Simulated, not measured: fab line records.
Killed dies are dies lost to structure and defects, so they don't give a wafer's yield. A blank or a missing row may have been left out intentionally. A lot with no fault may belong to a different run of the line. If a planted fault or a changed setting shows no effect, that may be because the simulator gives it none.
Chamber matching | flow gf180mcu | 4 sister chambers for GF_V5_CMP_04 on cmp-02
The step polishes SiO2. 8 wafers are shown with their chamber, then 10 later ones without.

## WAFERS PAIRED WITH THEIR CHAMBERS
wafer  | chamber | motor-current-A (A)
L719.1 | 2       | 10.0
L719.4 | 1       | 12.7
L721.6 | 3       | 12.0
L720.1 | 1       | 13.2
L720.3 | 0       | 11.4
L720.6 | 2       | 10.6
L723.2 | 3       | 11.0
L723.4 | 0       | 11.7

## WAFERS WITHOUT THEIR CHAMBER
wafer  | motor-current-A (A)
L723.6 | 13.2
L729.1 | 11.8
L729.2 | 11.9
L729.3 | 13.1
L731.2 | 10.1
L731.3 | 12.7
L731.4 | 12.1
L733.1 | 9.9
L733.5 | 11.7
L733.6 | 10.2

## CHAMBER TAKEN BY EACH
wafer  | from the rows above          | in truth
L723.6 | 1                            | 1
L729.1 | can't be placed: 0 or 3 or 1 | 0
L729.2 | can't be placed: 0 or 3 or 1 | 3
L729.3 | 1                            | 1
L731.2 | 2                            | 2
L731.3 | can't be placed: 1 or 0      | 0
L731.4 | can't be placed: 0 or 3 or 1 | 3
L733.1 | 2                            | 2
L733.5 | can't be placed: 0 or 3      | 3
L733.6 | 2                            | 2
Correct placement for 5 of the 10. These rows do not allow placing 5 (true chamber among the candidates in 5). Wrongly placed: 0.
How it was worked out, from the rows above alone: a wafer's distance from a chamber is the root of the sum, over the readings, of the square of ((its reading less the chamber's mean) divided by the reading's scatter). The wafer belongs to the nearest chamber; if the next one is less than 2 further off, it can't be placed. Each chamber's mean is taken over the wafers shown for it. The scatter: take each reading less its chamber's mean, square it, sum over the shown wafers, divide by the number of wafers less the number of chambers, and take the root.
